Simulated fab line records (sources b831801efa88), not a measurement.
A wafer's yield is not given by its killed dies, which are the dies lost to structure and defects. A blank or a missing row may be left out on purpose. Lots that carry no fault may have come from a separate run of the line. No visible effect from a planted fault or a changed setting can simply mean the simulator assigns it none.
One fault seen from 2 desks    flow sfq_line    each desk holds nothing but its own numbers, with what lay behind them at the end

== AT THE METROLOGY DESK ==
What the gauges read, lot by lot, whatever tool the lot ran on: means of the sampled wafers that have a number. The brackets show how far a lot's mean lies from the usual mean; more than 4 standard deviations puts the lot out of limits, marked OUT.
Columns: A = I2_BOW at SFQ_I2_BOW_MEAS_917, usual 3 um; B = I2_OVL at SFQ_I2_OVL_MEAS_918, usual -4 nm
lot   first seen here  A   B
L869  day 32 09:44     19  -1
L872  day 34 00:16     -5  4
L877  day 36 03:37     -0  -7
L880  day 37 08:56     2   -5
L883  day 39 15:37     5   -8
L885  day 40 19:01     2   4
This desk's finding: nothing out of limits on any of the 6 lots.

== FOR THE TOOL OWNER'S DESK: rie_diel-01 ==
The tool's own readings at SFQ_TRILAYER_I2_VIA_BARC_OPEN_VIA_ETCH_096 (etches BARC in O2, target depth 125 nm, time 41.7 s): means of the sampled wafers that have a number, for each lot that ran on this tool. The brackets show how far a lot's mean lies from the usual mean; more than 4 standard deviations puts the lot out of limits, marked OUT.
Columns: A = drypump_motor_current_A at SFQ_TRILAYER_I2_VIA_BARC_OPEN_VIA_ETCH_096, usual 5.8 A; B = oes_product_au at SFQ_TRILAYER_I2_VIA_BARC_OPEN_VIA_ETCH_096, usual 0.686 a.u.; C = run_length_s at SFQ_TRILAYER_I2_VIA_BARC_OPEN_VIA_ETCH_096, usual 69.9 s
lot   first seen here  A    B      C
L869  day 38 11:57     5.8  0.682  69.7
L877  day 41 11:25     6.0  0.673  71.0
L880  day 42 18:37     6.0  0.678  71.0
L885  day 46 07:49     5.6  0.684  70.3
This desk's finding: nothing out of limits on any of the 4 lots.

== ALL TOGETHER ==
From the metrology desk's view, nothing was out of limits.
Nothing out of limits was seen by the tool owner's desk.

== WHAT HAD BEEN PUT IN BY THE SIMULATOR ==
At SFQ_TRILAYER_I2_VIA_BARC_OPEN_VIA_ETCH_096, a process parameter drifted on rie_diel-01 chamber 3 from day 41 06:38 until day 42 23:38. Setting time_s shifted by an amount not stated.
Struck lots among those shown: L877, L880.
